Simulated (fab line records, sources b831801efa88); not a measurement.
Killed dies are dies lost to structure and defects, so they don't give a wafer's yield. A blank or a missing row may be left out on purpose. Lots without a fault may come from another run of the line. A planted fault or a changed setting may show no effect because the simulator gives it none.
Problem report in the 8D (eight disciplines) form, filled by code | flow gf180mcu | the parts of the form that need people (team, actions taken, sign-off) are left out

1. THE PROBLEM
run_length_s at GF_V5_SOFTBAKE_10 reads a mean of 92.43 s on 6 wafers of 2 lots; wafers without a fault read 89.34 s with a standard deviation of 0.15. That is +21 standard deviations from the usual mean.
The step: time 60 s.
First seen on wafer L195.3, day 30 22:00, on litho_track-03. The record holds 39 wafers of 13 lots with a number at this step. Rule for "out", or "out of limits": more than 4 standard deviations from the usual mean. The other wafers with a number count as sound.

2. WHAT IT IS AND WHAT IT IS NOT
question                    | is                     | is not
which readings at this step | run_length_s           | -
which lots                  | L195, L197             | L181, L182, L184, L186, L187, L188, L189, L190, L192, L194, L196
which wafers of those lots  | all that have a number | -
read on which tools         | litho_track-03         | litho_track-01, litho_track-02
when                        | from day 30 22:00      | up to then (30 sound wafers); but 3 sound wafers of L196 came after

3. SUSPECTS, AND WHAT RULES EACH OUT
Counting: a tool at a process step up to the reading stays a suspect if it ran every lot that is out and no sound lot after the first of them.
- plasma_asher-01 at GF_M5_STRIP_11 (strips in O2/N2): ruled out as a lasting fault. Sound lots L196 ran on it after its first lot that is out, L195 (day 30 12:31).
- litho_track-03 at GF_V5_SOFTBAKE_10 (time 60 s): kept. It ran every lot that is out, first L195 (day 30 22:00), and no sound lot after that; its last sound lot up to then is L194 (day 30 16:00). Its own readings are out on those wafers: run_length_s.
Left after counting: litho_track-03 at GF_V5_SOFTBAKE_10.

4. THE CAUSE (what the simulator had put in)
Process parameter drift: litho_track-03, from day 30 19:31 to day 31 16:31, at GF_V5_SOFTBAKE_10. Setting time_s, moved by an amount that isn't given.
Counting left only this tool.

5. THE CHAIN OF EFFECTS, in route order
Each row: a reading whose mean over the struck wafers that have a number lies more than 3 standard deviations from the usual. Only readings for which the record gives a usual standard deviation are gone through. hours: the time from each lot's start at the first step in this table that gives one to its start at this step, as a median over the lots. sigmas: the change in usual standard deviations.
hours | step              | reading      | usual   | on struck wafers | change | sigmas
0     | GF_V5_SOFTBAKE_10 | run_length_s | 89.34 s | 92.43            | +3.09  | +21
The process steps in it:
- GF_V5_SOFTBAKE_10: time 60 s.

6. WHAT WOULD HAVE CAUGHT IT SOONER
In this record the first reading out of limits was taken at day 30 22:00, 2 hours after the fault began at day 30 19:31.
